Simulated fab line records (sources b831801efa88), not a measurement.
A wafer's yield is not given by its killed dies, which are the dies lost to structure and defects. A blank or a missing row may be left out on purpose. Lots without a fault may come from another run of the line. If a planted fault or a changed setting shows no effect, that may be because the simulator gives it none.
Matching of chambers || flow gf180mcu || 4 sister chambers for GF_CONTACT_CMP_04 on cmp-01
The step polishes SiO2. 8 wafers are shown with their chamber, then 7 later ones without.

EACH WAFER AND ITS CHAMBER
{"wafer": "L571.1", "chamber": 3, "motor_current_A (A)": 11.3, "slurry_flow_ml_min": 150.2}
{"wafer": "L571.5", "chamber": 3, "motor_current_A (A)": 10.8, "slurry_flow_ml_min": 149.9}
{"wafer": "L580.5", "chamber": 0, "motor_current_A (A)": 11.9, "slurry_flow_ml_min": 149.6}
{"wafer": "L582.1", "chamber": 1, "motor_current_A (A)": 12.2, "slurry_flow_ml_min": 149.5}
{"wafer": "L582.3", "chamber": 2, "motor_current_A (A)": 10.1, "slurry_flow_ml_min": 150.4}
{"wafer": "L582.4", "chamber": 0, "motor_current_A (A)": 10.9, "slurry_flow_ml_min": 150.1}
{"wafer": "L583.2", "chamber": 2, "motor_current_A (A)": 9.7, "slurry_flow_ml_min": 150.3}
{"wafer": "L583.4", "chamber": 1, "motor_current_A (A)": 11.9, "slurry_flow_ml_min": 151.2}

WAFERS WHOSE CHAMBER IS MISSING
{"wafer": "L583.6", "motor_current_A (A)": 11.7, "slurry_flow_ml_min": 150.8}
{"wafer": "L586.1", "motor_current_A (A)": 12.4, "slurry_flow_ml_min": 150.4}
{"wafer": "L586.4", "motor_current_A (A)": 12.3, "slurry_flow_ml_min": 150.4}
{"wafer": "L586.6", "motor_current_A (A)": 10.3, "slurry_flow_ml_min": 149.8}
{"wafer": "L587.1", "motor_current_A (A)": 12.3, "slurry_flow_ml_min": 150.3}
{"wafer": "L587.3", "motor_current_A (A)": 11.6, "slurry_flow_ml_min": 150.4}
{"wafer": "L587.5", "motor_current_A (A)": 11.5, "slurry_flow_ml_min": 149.7}

EACH ONE'S CHAMBER
{"wafer": "L583.6", "from the rows above": "can't be placed: 1 or 0 or 3", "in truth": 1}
{"wafer": "L586.1", "from the rows above": "can't be placed: 1 or 0", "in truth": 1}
{"wafer": "L586.4", "from the rows above": "can't be placed: 1 or 0", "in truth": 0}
{"wafer": "L586.6", "from the rows above": "can't be placed: 2 or 3 or 0", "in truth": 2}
{"wafer": "L587.1", "from the rows above": "can't be placed: 1 or 0", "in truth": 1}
{"wafer": "L587.3", "from the rows above": "can't be placed: 0 or 1 or 3", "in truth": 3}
{"wafer": "L587.5", "from the rows above": "can't be placed: 0 or 3 or 1", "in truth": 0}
Correct placement for 0 of the 7. Not placeable from these rows: 7 (in 7, the candidates include the true chamber). 0 placed wrongly.
How it was worked out, from the rows above alone: a wafer's distance from a chamber is the root of the sum, over the readings, of the square of ((its reading less the chamber's mean) divided by the reading's scatter). The wafer belongs to the nearest chamber; if the next one is less than 2 further off, it can't be placed. For every chamber, the mean is computed from those of its wafers that are shown. How the scatter is found: for the shown wafers, subtract from each reading the mean of its chamber, square and add these, divide the total by (wafers less chambers), then take the root.
